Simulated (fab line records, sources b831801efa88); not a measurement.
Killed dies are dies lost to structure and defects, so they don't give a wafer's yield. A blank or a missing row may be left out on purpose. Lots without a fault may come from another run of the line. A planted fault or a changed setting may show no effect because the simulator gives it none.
fab line records | flow sky130
record lots=12 wafers=36 last_day=50
route steps=708 shown METAL3@535 VIA3@581 METAL4@599 PAD_OPEN@708
lots that met no fault: from a run of the same line without faults
start_h: hours from the record's first day to the start of the lot's first wafer shown | wait_h: hours since the lot's step before | " the same as in the row above | L1.1+2: a row that stands for several wafers | - no value, or no start given | * or withheld: withheld | < > ~ a bound
route shown NAME@n: a module of which the file shows steps, and the number in the route of the first | usual: mean/standard deviation of fault-free wafers | same: alike in all rows | chamber/n: place in a boat | sites: the reading at each site | _std_site: their standard deviation | _edge_site: outer sites' mean less inner sites' | radius_mm: how far each site lies from the wafer's centre | mask NAME#n: copy n | behind: the tool/chamber that last shaped the wafer | hold: why the lot was held/for how many hours/how that ended | device: the transistor (n, p or np) that didn't switch | end of line: the same wafers' tests at the end of the route | a step without rows: its recipe alone | killed: dies lost to structure and defects at the first sort, not the wafer's yield | map: a wafer's dies, x killed, . not, _ none there
set.NAME: the setting as run; set.NAME@STEP: as run at that earlier step | model.NAME: the simulator's own value behind a step, which no gauge read
steps of the route over a sample of lots; a table a step, a row a wafer
services: from which hour (start_h, from the record's first day; less than 0 if before it) a tool's chamber was out of use, for how many hours, and why
## steps
# step SKY_METAL3_SPUTTER_03
# recipe material=Ti target_thk_nm=5 power_w=3000 time_s=3.3 chamber_pressure_pa=0.4
# usual throttle_valve_pct=30.2/0.56
# columns lot.wafer tool chamber start_h wait_h throttle_valve_pct
L349.3 pvd_sputter-04 - 866.18 0.0 31.2
L349.5 " - " " 30.6
L349.6 " - " " 30.0
L350.3 pvd_sputter-04 - 885.23 0.0 29.4
L350.4 " - " " 30.4
L350.5 " - " " 30.0
L352.1 pvd_sputter-03 - 895.18 0.0 29.8
L352.2 " - " " 30.5
L352.3 " - " " 29.4
L354.1 pvd_sputter-04 - 901.78 0.0 30.5
L354.2 " - " " 29.5
L354.5 " - " " 30.0
L355.2 pvd_sputter-02 - 914.62 0.0 30.7
L355.5 " - " " 30.2
L355.6 " - " " 29.6
L359.1 pvd_sputter-04 - 942.39 0.0 29.4
L359.4 " - " " 30.0
L359.5 " - " " 30.1
L360.2 pvd_sputter-03 - 951.31 0.0 29.6
L360.5 " - " " 30.7
L360.6 " - " " 30.0
L362.2 pvd_sputter-03 - 957.98 0.0 30.5
L362.5 " - " " 29.5
L362.6 " - " " 29.8
L365.3 pvd_sputter-04 - 986.96 0.0 31.4
L365.5 " - " " 30.6
L365.6 " - " " 31.3
L366.2 pvd_sputter-04 - 992.31 0.0 29.0
L366.5 " - " " 31.2
L366.6 " - " " 29.2
L368.4 pvd_sputter-02 - 999.14 0.0 30.9
L368.5 " - " " 29.7
L368.6 " - " " 30.4
L369.1 pvd_sputter-04 - 1003.83 0.0 30.6
L369.3 " - " " 29.3
L369.5 " - " " 30.6
# step SKY_METAL3_METAL_ETCH_18
# recipe target_depth_a=8450 stop_on=SiO2 over_etch_frac=0.3 time_s=183.1 chemistry=Cl2/BCl3 resist_sidewall_deg=88 pressure_mtorr=10 icp_w=900 bias_w=48.5 Cl2_flow_sccm=60 bcl3_flow_sccm=30
# usual bias_w=48.52/0.15 drypump_motor_current_A=5.7/0.34 mfc_cl2_sccm=60.00/0.21 oes_product_au=0.865/0.007 throttle_valve_pct=22.265/0.0093
# columns lot.wafer tool chamber start_h wait_h bias_w drypump_motor_current_A mfc_cl2_sccm oes_product_au rf_hours_counter_h throttle_valve_pct
L349.3 rie_metal-04 0 918.47 0.1 48.18 5.7 59.74 0.858 - 22.272
L349.5 " 0 " " 48.32 5.7 59.91 0.866 - 22.258
L349.6 " 1 " " 48.44 5.7 59.64 0.859 - 22.276
L350.3 rie_metal-04 0 936.37 0.1 48.54 5.7 59.91 0.867 - 22.267
L350.4 " 1 " " 48.27 5.7 59.75 0.878 - 22.269
L350.5 " 0 " " 48.57 5.7 60.03 0.857 - 22.258
L352.1 rie_metal-04 1 945.60 0.0 48.74 5.6 60.50 0.861 7 22.266
L352.2 " 0 " " 48.46 5.7 59.96 0.862 18 22.268
L352.3 " 0 " " 48.60 5.7 60.02 0.849 - 22.254
L354.1 rie_metal-04 1 952.15 0.0 48.48 5.7 59.98 0.861 8 22.271
L354.2 " 0 " " 48.68 5.7 60.20 0.859 18 22.266
L354.5 " 0 " " 48.45 5.7 59.87 0.865 - 22.264
L355.2 rie_metal-04 1 965.00 0.0 48.54 5.7 59.67 0.872 9 22.249
L355.5 " 0 " " 48.55 5.7 60.38 0.870 - 22.244
L355.6 " 1 " " 48.71 5.6 59.88 0.863 - 22.274
L359.1 rie_metal-04 0 990.91 0.0 48.62 5.7 60.41 0.873 21 22.258
L359.4 " 1 " " 48.47 5.7 60.03 0.869 - 22.263
L359.5 " 1 " " 48.37 5.7 59.96 0.859 - 22.271
L360.2 rie_metal-03 1 1000.11 0.0 48.60 6.5 60.04 0.856 8 22.259
L360.5 " 0 " " 48.50 5.6 60.03 0.866 - 22.265
L360.6 " 1 " " 48.58 6.5 60.17 0.855 - 22.260
L362.2 rie_metal-03 0 1007.04 0.0 48.72 5.6 60.14 0.881 14 22.267
L362.5 " 0 " " 48.59 5.6 60.04 0.880 - 22.263
L362.6 " 1 " " 48.53 6.5 60.01 0.871 - 22.255
L365.3 rie_metal-04 0 1034.69 0.1 48.55 5.7 59.74 0.864 - 22.263
L365.5 " 0 " " 48.53 5.7 59.68 0.869 - 22.274
L365.6 " 1 " " 48.67 5.7 60.29 0.872 - 22.261
L366.2 rie_metal-04 1 1039.54 0.0 48.73 5.7 59.65 0.870 14 22.285
L366.5 " 1 " " 48.53 5.7 60.09 0.860 - 22.258
L366.6 " 0 " " 48.60 5.7 60.06 0.865 - 22.262
L368.4 rie_metal-03 0 1046.01 0.1 48.32 5.6 59.70 0.860 - 22.279
L368.5 " 1 " " 48.81 6.5 59.95 0.858 - 22.265
L368.6 " 0 " " 48.48 5.6 60.01 0.864 - 22.264
L369.1 rie_metal-03 0 1049.64 0.0 48.29 5.6 59.85 0.865 16 22.272
L369.3 " 1 " " 48.52 6.5 59.76 0.863 - 22.257
L369.5 " 0 " " 48.30 5.6 60.17 0.864 - 22.261
# step SKY_VIA3_SOFTBAKE_08
# recipe temp_c=100 time_s=90 resist=KrF-thick
# usual heater_power_total_W=57.35/0.12 plate_temp_C=99.99/0.14 run_length_s=119.12/0.27
# columns lot.wafer tool chamber start_h wait_h heater_power_total_W plate_temp_C run_length_s
L349.3 litho_track-04 0 932 - 57.24 100.31 119.22
L349.5 " 0 " " 57.21 99.97 119.23
L349.6 " 0 " " 57.38 100.39 119.17
L350.3 litho_track-03 0 949 - 57.48 99.73 118.65
L350.4 " 0 " " 57.62 99.83 118.65
L350.5 " 0 " " 57.19 99.90 118.76
L352.1 litho_track-04 0 959 - 57.27 100.14 119.45
L352.2 " 0 " " 57.28 100.05 119.26
L352.3 " 0 " " 57.41 100.15 119.27
L354.1 litho_track-03 0 965 - 57.21 99.89 118.78
L354.2 " 0 " " 57.29 100.14 118.60
L354.5 " 0 " " 57.49 100.33 118.59
L355.2 litho_track-03 0 978 - 57.49 100.10 118.85
L355.5 " 0 " " 57.18 99.88 119.04
L355.6 " 0 " " 57.26 100.17 118.64
L359.1 litho_track-03 0 1003 - 57.40 99.83 118.59
L359.4 " 0 1004 - 57.35 99.87 119.05
L359.5 " 0 " " 61.86 - 99.89
L360.2 litho_track-03 0 1013 - 57.24 100.06 118.82
L360.5 " 0 " " 61.81 - 99.84
L360.6 " 0 1014 - 62.00 - 99.95
L362.2 litho_track-03 0 1019 - 57.29 100.32 118.64
L362.5 " 0 " " 61.93 - 100.19
L362.6 " 0 " " 62.10 - 99.78
L365.3 litho_track-04 0 1046 - 57.37 100.05 119.14
L365.5 " 0 1047 - 57.37 99.74 119.24
L365.6 " 0 " " 57.17 99.79 119.29
L366.2 litho_track-04 0 1051 - 57.19 99.91 119.39
L366.5 " 0 " " 57.33 99.86 119.26
L366.6 " 0 " " 57.37 99.90 119.26
L368.4 litho_track-01 0 1059 - 57.21 100.09 119.20
L368.5 " 0 " " 57.39 100.01 119.30
L368.6 " 0 " " 57.49 100.03 119.19
L369.1 litho_track-01 0 1062 - 57.45 100.17 119.42
L369.3 " 0 " " 57.44 99.98 119.11
L369.5 " 0 1063 - 57.40 100.22 119.18
# step SKY_METAL4_SPUTTER_01
# recipe material=TiN target_thk_nm=20 power_w=6500 time_s=16.7 chamber_pressure_pa=0.4
# usual throttle_valve_pct=30.3/0.62
# columns lot.wafer tool chamber start_h wait_h throttle_valve_pct
L349.3 pvd_sputter-02 - 945.59 0.0 30.0
L349.5 " - " " 30.6
L349.6 " - " " 30.2
L350.3 pvd_sputter-01 - 963.74 0.0 29.8
L350.4 " - " " 30.2
L350.5 " - " " 31.7
L352.1 pvd_sputter-04 - 973.18 0.0 30.0
L352.2 " - " " 29.4
L352.3 " - " " 31.2
L354.1 pvd_sputter-02 - 979.29 0.0 30.8
L354.2 " - " " 30.4
L354.5 " - " " 30.9
L355.2 pvd_sputter-02 - 991.80 0.0 30.0
L355.5 " - " " 30.0
L355.6 " - " " 30.5
L359.1 pvd_sputter-02 - 1017.42 0.0 30.1
L359.4 " - " " 29.7
L359.5 " - " " 29.8
L360.2 pvd_sputter-04 - 1026.33 0.0 30.3
L360.5 " - " " 31.2
L360.6 " - " " 30.7
L362.2 pvd_sputter-02 - 1032.37 0.0 30.2
L362.5 " - " " 30.4
L362.6 " - " " 30.7
L365.3 pvd_sputter-02 - 1059.87 0.0 30.6
L365.5 " - " " 30.5
L365.6 " - " " 30.6
L366.2 pvd_sputter-04 - 1064.70 0.0 31.3
L366.5 " - " " 30.9
L366.6 " - " " 31.4
L368.4 pvd_sputter-04 - 1071.31 0.0 31.3
L368.5 " - " " 29.3
L368.6 " - " " 29.8
L369.1 pvd_sputter-04 - 1074.17 0.0 31.1
L369.3 " - " " 30.0
L369.5 " - " " 31.4
# step SKY_PAD_OPEN_PROBE_99
# usual defect_limited_yield=82.8/2.1 killed_at_M0_to_M3=43/7.7 killed_at_M4_up=3.1/1.7 killed_at_contacts=23/4.8 killed_at_front_end=15/4.5 killed_at_other=0.3/0.58 killed_dies=85/10 killed_open=46/7.5 killed_short=38/6.5 sort_bin_3_pad_short=0.8/0.38 sort_bin_5_function=10.3/1.7 sort_bin_6_memory=6.1/1.1 sort_n_pass=407/10 sort_yield_pct=82.8/2.1
# same gross_dies=492 killed_at_back_side=0 sort_bin_4_leakage[%]=0 sort_bin_8_speed[%]=0
# columns lot.wafer tool chamber start_h wait_h defect_limited_yield[%] killed_at_M0_to_M3 killed_at_M4_up killed_at_contacts killed_at_front_end killed_at_other killed_dies killed_open killed_short sort_bin_3_pad_short[%] sort_bin_5_function[%] sort_bin_6_memory[%] sort_n_pass sort_yield_pct[%]
L349.3 prober-01 - 1087.79 0.2 83.7 53 2 17 8 0 80 41 39 0.6 9.3 6.3 412 83.7
L349.5 prober-01 - 1087.89 0.2 84.1 43 0 27 8 0 78 45 33 0.4 7.5 7.9 414 84.1
L349.6 prober-01 - 1087.94 0.2 84.1 42 2 20 14 0 78 51 27 0.8 9.3 5.7 414 84.1
L350.3 prober-01 - 1106.07 0.2 82.9 44 2 30 8 0 84 48 36 0.4 11.6 5.1 408 82.9
L350.4 prober-01 - 1106.12 0.2 83.1 38 4 25 16 0 83 47 36 1.0 9.8 6.1 409 83.1
L350.5 prober-01 - 1106.17 0.2 82.1 46 3 23 16 0 88 48 39 0.6 10.8 6.5 404 82.1
L352.1 prober-02 - 1113.73 0.1 78.7 52 3 30 19 1 105 51 54 1.0 12.4 7.9 387 78.7
L352.2 prober-02 - 1113.78 0.1 82.9 43 3 22 16 0 84 44 40 0.2 9.6 7.3 408 82.9
L352.3 prober-02 - 1113.83 0.2 82.5 48 0 30 8 0 86 47 39 1.0 10.8 5.7 406 82.5
L354.1 prober-02 - 1116.69 0.1 82.1 42 3 23 19 1 88 47 40 1.2 9.6 7.1 404 82.1
L354.2 prober-02 - 1116.74 0.1 81.5 51 2 26 12 0 91 39 49 1.4 11.8 5.3 401 81.5
L354.5 prober-02 - 1116.89 0.2 84.3 38 4 24 11 0 77 46 31 0.6 10.8 4.3 415 84.3
L355.2 prober-01 - 1129.23 0.1 83.1 46 3 24 10 0 83 48 35 1.0 10.0 5.9 409 83.1
L355.5 prober-01 - 1129.38 0.2 81.3 61 3 18 10 0 92 46 46 0.4 11.8 6.5 400 81.3
L355.6 prober-01 - 1129.43 0.2 85.8 37 2 22 9 0 70 35 35 1.0 7.3 5.9 422 85.8
L359.1 prober-02 - 1152.42 0.1 80.3 62 3 18 12 2 97 49 47 1.0 12.6 6.1 395 80.3
L359.4 prober-02 - 1152.57 0.2 82.5 41 2 30 13 0 86 47 39 1.0 11.0 5.5 406 82.5
L359.5 prober-02 - 1152.62 0.2 81.1 44 2 30 17 0 93 50 43 1.2 10.2 7.5 399 81.1
L360.2 prober-01 - 1157.80 0.1 88.0 32 2 17 7 1 59 38 21 0.4 7.5 4.1 433 88.0
L360.5 prober-01 - 1157.95 0.2 80.3 58 3 21 15 0 97 63 34 0.6 12.8 6.3 395 80.3
L360.6 prober-01 - 1158.00 0.2 83.9 47 2 20 10 0 79 41 38 0.4 8.5 7.1 413 83.9
L362.2 prober-01 - 1159.68 0.1 80.7 45 4 20 25 1 95 45 50 0.6 11.6 7.1 397 80.7
L362.5 prober-01 - 1159.83 0.2 82.5 40 4 27 15 0 86 51 35 1.0 8.1 8.3 406 82.5
L362.6 prober-01 - 1159.88 0.2 84.1 39 3 17 19 0 78 47 31 0.2 10.0 5.7 414 84.1
L365.3 prober-02 - 1183.05 0.2 85.2 31 3 23 16 0 73 44 29 0.6 9.1 5.1 419 85.2
L365.5 prober-02 - 1183.15 0.2 79.3 56 1 27 17 1 102 59 43 0.8 12.6 7.3 390 79.3
L365.6 prober-02 - 1183.20 0.2 86.0 36 1 16 16 0 69 33 36 1.4 7.3 5.3 423 86.0
L366.2 prober-01 - 1185.36 0.1 84.3 46 2 18 11 0 77 43 34 0.8 8.5 6.3 415 84.3
L366.5 prober-01 - 1185.51 0.2 79.5 60 2 28 11 0 101 52 48 0.8 12.2 7.5 391 79.5
L366.6 prober-01 - 1185.56 0.2 83.3 48 2 24 8 0 82 48 34 1.0 8.9 6.7 410 83.3
L368.4 prober-01 - 1191.50 0.2 82.9 35 2 32 15 0 84 43 41 1.0 10.8 5.3 408 82.9
L368.5 prober-01 - 1191.55 0.2 83.9 36 3 31 9 0 79 51 28 0.4 9.8 5.9 413 83.9
L368.6 prober-01 - 1191.60 0.2 84.3 45 6 16 10 0 77 48 29 0.8 10.0 4.9 415 84.3
L369.1 prober-02 - 1193.62 0.1 81.1 49 4 25 15 0 93 46 47 0.6 13.6 4.7 399 81.1
L369.3 prober-02 - 1193.72 0.2 81.5 36 3 27 25 0 91 54 37 0.2 10.0 8.3 401 81.5
L369.5 prober-02 - 1193.82 0.2 86.0 35 1 20 13 0 69 44 25 0.6 7.7 5.7 423 86.0
# killed by level:class
L349.3 VIA1:geometric_particle:open=9 LI_CONTACT:geometric_particle:open=8 METAL1:geometric_particle:short=8 VIA1:geometric_particle:short=7 VIA3:geometric_particle:open=7 VIA2:geometric_particle:open=6 FIELD_ISO:geometric_particle:short=5 CONTACT:geometric_particle:short=5
L349.5 VIA1:geometric_particle:open=17 CONTACT:geometric_particle:open=11 METAL2:geometric_particle:short=7 LI_CONTACT:geometric_particle:open=6 CONTACT:geometric_particle:short=5 FIELD_ISO:geometric_particle:short=4 VIA1:geometric_particle:short=4 VIA3:geometric_particle:open=4
L349.6 VIA1:geometric_particle:open=11 CONTACT:geometric_particle:open=9 FIELD_ISO:geometric_particle:open=7 VIA3:geometric_particle:open=7 VIA2:geometric_particle:open=6 METAL2:geometric_particle:short=6 LI_CONTACT:geometric_particle:open=5 FIELD_ISO:geometric_particle:short=3
L350.3 VIA1:geometric_particle:open=10 CONTACT:geometric_particle:open=8 LI_CONTACT:geometric_particle:open=8 CONTACT:geometric_particle:short=8 VIA2:geometric_particle:open=6 VIA3:geometric_particle:open=6 VIA1:geometric_particle:short=5 METAL2:geometric_particle:short=5
L350.4 VIA1:geometric_particle:open=11 LI_CONTACT:geometric_particle:open=9 CONTACT:geometric_particle:open=6 VIA2:geometric_particle:open=6 FIELD_ISO:geometric_particle:short=5 VIA3:geometric_particle:short=5 CONTACT:geometric_particle:short=5 METAL3:geometric_particle:short=5
L350.5 CONTACT:geometric_particle:open=13 VIA2:geometric_particle:open=9 VIA2:geometric_particle:short=6 FIELD_ISO:geometric_particle:short=5 VIA1:geometric_particle:open=5 METAL2:geometric_particle:short=5 FIELD_ISO:geometric_particle:open=4 LI_CONTACT:geometric_particle:open=4
L352.1 VIA3:geometric_particle:open=10 VIA1:geometric_particle:open=8 CONTACT:geometric_particle:open=8 CONTACT:geometric_particle:short=6 METAL2:geometric_particle:short=6 VIA1:geometric_particle:short=6 VIA2:geometric_particle:open=6 POLY_GATE:geometric_particle:short=5
L352.2 VIA1:geometric_particle:open=11 CONTACT:geometric_particle:open=10 VIA1:geometric_particle:short=8 METAL1:geometric_particle:short=7 FIELD_ISO:geometric_particle:open=5 LOCAL_INTERCONNECT:geometric_particle:short=5 VIA2:geometric_particle:open=4 POLY_GATE:geometric_particle:short=3
L352.3 VIA1:geometric_particle:open=13 LI_CONTACT:geometric_particle:open=9 VIA1:geometric_particle:short=9 CONTACT:geometric_particle:open=8 LOCAL_INTERCONNECT:geometric_particle:short=6 CONTACT:geometric_particle:short=6 VIA2:geometric_particle:open=6 POLY_GATE:geometric_particle:short=4
L354.1 CONTACT:geometric_particle:open=11 VIA1:geometric_particle:open=8 VIA2:geometric_particle:open=7 METAL2:geometric_particle:short=7 CONTACT:geometric_particle:short=6 POLY_GATE:geometric_particle:open=5 VIA1:geometric_particle:short=5 METAL2:geometric_particle:open=4
L354.2 METAL2:geometric_particle:short=12 VIA1:geometric_particle:open=9 CONTACT:geometric_particle:open=9 FIELD_ISO:geometric_particle:short=6 LI_CONTACT:geometric_particle:open=6 METAL3:geometric_particle:short=6 METAL1:geometric_particle:short=5 CONTACT:geometric_particle:short=4
L354.5 CONTACT:geometric_particle:open=12 VIA1:geometric_particle:open=8 METAL1:geometric_particle:short=6 FIELD_ISO:geometric_particle:open=5 VIA3:geometric_particle:open=5 LI_CONTACT:geometric_particle:open=4 LOCAL_INTERCONNECT:geometric_particle:short=4 VIA2:geometric_particle:open=4
L355.2 CONTACT:geometric_particle:open=10 METAL2:geometric_particle:short=8 VIA3:geometric_particle:open=8 VIA1:geometric_particle:open=7 METAL1:geometric_particle:short=5 VIA2:geometric_particle:open=4 POLY_GATE:geometric_particle:open=4 LI_CONTACT:geometric_particle:open=4
L355.5 VIA1:geometric_particle:open=13 METAL1:geometric_particle:short=9 CONTACT:geometric_particle:open=9 METAL2:geometric_particle:short=8 VIA3:geometric_particle:open=7 METAL3:geometric_particle:short=5 CONTACT:geometric_particle:short=5 VIA1:geometric_particle:short=5
L355.6 VIA1:geometric_particle:open=7 LI_CONTACT:geometric_particle:open=6 CONTACT:geometric_particle:open=6 VIA1:geometric_particle:short=6 METAL1:geometric_particle:short=5 LOCAL_INTERCONNECT:geometric_particle:short=4 CONTACT:geometric_particle:short=4 VIA2:geometric_particle:open=4
L359.1 VIA2:geometric_particle:open=12 VIA1:geometric_particle:open=11 METAL1:geometric_particle:short=8 METAL2:geometric_particle:short=7 LI_CONTACT:geometric_particle:open=6 CONTACT:geometric_particle:open=6 VIA2:geometric_particle:short=5 VIA3:geometric_particle:short=5
L359.4 CONTACT:geometric_particle:open=14 VIA1:geometric_particle:open=11 VIA3:geometric_particle:open=7 POLY_GATE:geometric_particle:short=6 LOCAL_INTERCONNECT:geometric_particle:short=6 VIA1:geometric_particle:short=6 LI_CONTACT:geometric_particle:open=4 METAL1:geometric_particle:short=4
L359.5 LI_CONTACT:geometric_particle:open=11 VIA3:geometric_particle:open=10 CONTACT:geometric_particle:open=7 CONTACT:geometric_particle:short=7 VIA1:geometric_particle:open=7 METAL1:geometric_particle:short=6 VIA2:geometric_particle:short=6 VIA2:geometric_particle:open=5
L360.2 VIA2:geometric_particle:open=9 METAL1:geometric_particle:short=8 LI_CONTACT:geometric_particle:open=6 CONTACT:geometric_particle:open=6 VIA1:geometric_particle:open=4 VIA3:geometric_particle:open=3 METAL2:geometric_particle:short=3 FIELD_ISO:geometric_particle:open=2
L360.5 VIA1:geometric_particle:open=15 LI_CONTACT:geometric_particle:open=11 VIA2:geometric_particle:open=11 VIA1:geometric_particle:short=10 CONTACT:geometric_particle:open=6 METAL1:geometric_particle:short=6 FIELD_ISO:geometric_particle:open=5 POLY_GATE:geometric_particle:open=5
L360.6 VIA1:geometric_particle:open=12 LI_CONTACT:geometric_particle:open=8 VIA1:geometric_particle:short=6 VIA2:geometric_particle:open=6 METAL1:geometric_particle:short=5 FIELD_ISO:geometric_particle:short=4 CONTACT:geometric_particle:open=4 METAL2:geometric_particle:short=4
L362.2 VIA1:geometric_particle:open=10 FIELD_ISO:geometric_particle:short=9 POLY_GATE:geometric_particle:short=8 CONTACT:geometric_particle:open=7 VIA2:geometric_particle:open=6 VIA3:geometric_particle:open=6 CONTACT:geometric_particle:short=5 VIA1:geometric_particle:short=5
L362.5 CONTACT:geometric_particle:open=11 VIA1:geometric_particle:open=11 POLY_GATE:geometric_particle:open=8 VIA3:geometric_particle:open=8 LOCAL_INTERCONNECT:geometric_particle:short=6 METAL1:geometric_particle:short=6 VIA2:geometric_particle:short=5 LI_CONTACT:geometric_particle:open=4
L362.6 VIA3:geometric_particle:open=12 VIA1:geometric_particle:open=10 LI_CONTACT:geometric_particle:open=8 FIELD_ISO:geometric_particle:short=6 POLY_GATE:geometric_particle:open=4 FIELD_ISO:geometric_particle:open=3 POLY_GATE:geometric_particle:short=3 LI_CONTACT:geometric_particle:short=3
L365.3 CONTACT:geometric_particle:open=8 LI_CONTACT:geometric_particle:open=7 POLY_GATE:geometric_particle:open=6 METAL1:geometric_particle:short=6 VIA1:geometric_particle:open=5 VIA3:geometric_particle:open=5 VIA2:geometric_particle:open=4 FIELD_ISO:geometric_particle:open=3
L365.5 VIA1:geometric_particle:open=13 VIA2:geometric_particle:open=13 CONTACT:geometric_particle:open=7 LI_CONTACT:geometric_particle:open=7 VIA3:geometric_particle:open=7 LOCAL_INTERCONNECT:geometric_particle:short=6 METAL3:geometric_particle:short=5 POLY_GATE:geometric_particle:short=4
L365.6 VIA1:geometric_particle:open=7 VIA1:geometric_particle:short=6 VIA2:geometric_particle:open=5 SPACER:geometric_particle:open=4 METAL1:geometric_particle:short=4 LI_CONTACT:geometric_particle:open=4 LOCAL_INTERCONNECT:geometric_particle:short=4 FIELD_ISO:geometric_particle:open=3
L366.2 METAL1:geometric_particle:short=9 VIA3:geometric_particle:open=7 LI_CONTACT:geometric_particle:open=7 VIA1:geometric_particle:open=7 POLY_GATE:geometric_particle:open=6 CONTACT:geometric_particle:open=5 METAL2:geometric_particle:short=5 VIA2:geometric_particle:open=5
L366.5 VIA1:geometric_particle:open=15 CONTACT:geometric_particle:open=12 VIA3:geometric_particle:open=9 VIA3:geometric_particle:short=9 METAL1:geometric_particle:short=7 VIA2:geometric_particle:open=6 VIA1:geometric_particle:short=6 LI_CONTACT:geometric_particle:open=5
L366.6 VIA3:geometric_particle:open=14 VIA1:geometric_particle:open=9 CONTACT:geometric_particle:open=8 VIA2:geometric_particle:open=8 VIA3:geometric_particle:short=5 LI_CONTACT:geometric_particle:open=5 LI_CONTACT:geometric_particle:short=4 CONTACT:geometric_particle:short=4
L368.4 CONTACT:geometric_particle:open=12 VIA1:geometric_particle:open=10 LI_CONTACT:geometric_particle:open=8 FIELD_ISO:geometric_particle:short=7 METAL1:geometric_particle:short=6 CONTACT:geometric_particle:short=5 METAL2:geometric_particle:short=5 LOCAL_INTERCONNECT:geometric_particle:short=4
L368.5 CONTACT:geometric_particle:open=16 METAL1:geometric_particle:short=11 LI_CONTACT:geometric_particle:open=10 VIA3:geometric_particle:open=5 POLY_GATE:geometric_particle:open=4 VIA1:geometric_particle:open=4 VIA3:geometric_particle:short=4 VIA1:geometric_particle:short=3
L368.6 VIA1:geometric_particle:open=12 VIA3:geometric_particle:open=8 LI_CONTACT:geometric_particle:open=6 VIA2:geometric_particle:open=6 METAL3:geometric_particle:short=5 METAL2:geometric_particle:short=5 LOCAL_INTERCONNECT:geometric_particle:short=4 METAL4:geometric_particle:open=4
L369.1 CONTACT:geometric_particle:open=13 METAL1:geometric_particle:short=8 VIA1:geometric_particle:open=7 FIELD_ISO:geometric_particle:short=6 METAL2:geometric_particle:short=6 LI_CONTACT:geometric_particle:open=5 METAL2:geometric_particle:open=5 VIA2:geometric_particle:open=5
L369.3 CONTACT:geometric_particle:open=11 VIA1:geometric_particle:open=10 FIELD_ISO:geometric_particle:open=6 VIA2:geometric_particle:open=6 VIA3:geometric_particle:open=6 FIELD_ISO:geometric_particle:short=5 POLY_GATE:geometric_particle:short=5 LI_CONTACT:geometric_particle:open=4
L369.5 VIA2:geometric_particle:open=11 LI_CONTACT:geometric_particle:open=7 CONTACT:geometric_particle:open=7 METAL2:geometric_particle:short=7 POLY_GATE:geometric_particle:open=4 VIA3:geometric_particle:open=4 LI_CONTACT:geometric_particle:short=3 VIA1:geometric_particle:open=3
## services
# columns tool chamber start_h hours kind
pvd_sputter-03 - 859.13 2.7 repair
pvd_sputter-03 - 907.87 2.3 repair
pvd_sputter-04 - 920.08 2.5 repair
pvd_sputter-01 - 960.41 2.3 repair
rie_metal-03 1 980.45 8.3 repair
rie_metal-03 - 983.64 14.6 pm
pvd_sputter-01 - 1000.17 5.3 repair
rie_metal-04 0 1001.31 3.9 repair
pvd_sputter-04 - 1011.52 1.2 repair
rie_metal-04 0 1061.22 - clean
rie_metal-04 0 1061.22 20.0 scheduled_down
rie_metal-04 0 1061.22 20.0 vent_cycle
rie_metal-03 - 1072.20 2.7 repair
## key
first_sign step=SKY_VIA3_SOFTBAKE_08 reading=run_length_s direction=down sigmas=72 usual=* struck=*
effect step=SKY_VIA3_SOFTBAKE_08 reading=heater_power_total_W direction=up sigmas=40 usual=* struck=*
met_at SKY_VIA3_SOFTBAKE_08
struck_lots L359,L360,L362
struck_wafers L359.5,L360.5,L360.6,L362.5,L362.6
not_acting_at SKY_METAL3_SPUTTER_03,SKY_METAL3_METAL_ETCH_18,SKY_METAL4_SPUTTER_01
onset_between 978 1003
fault kind=process_parameter_drift tool=litho_track-03 chamber=- onset_h=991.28 steps=SKY_VIA3_SOFTBAKE_08 channel=time_s offset=* shape=step end_h=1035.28 scope=struck_wafers_only acts_in=* stated=*
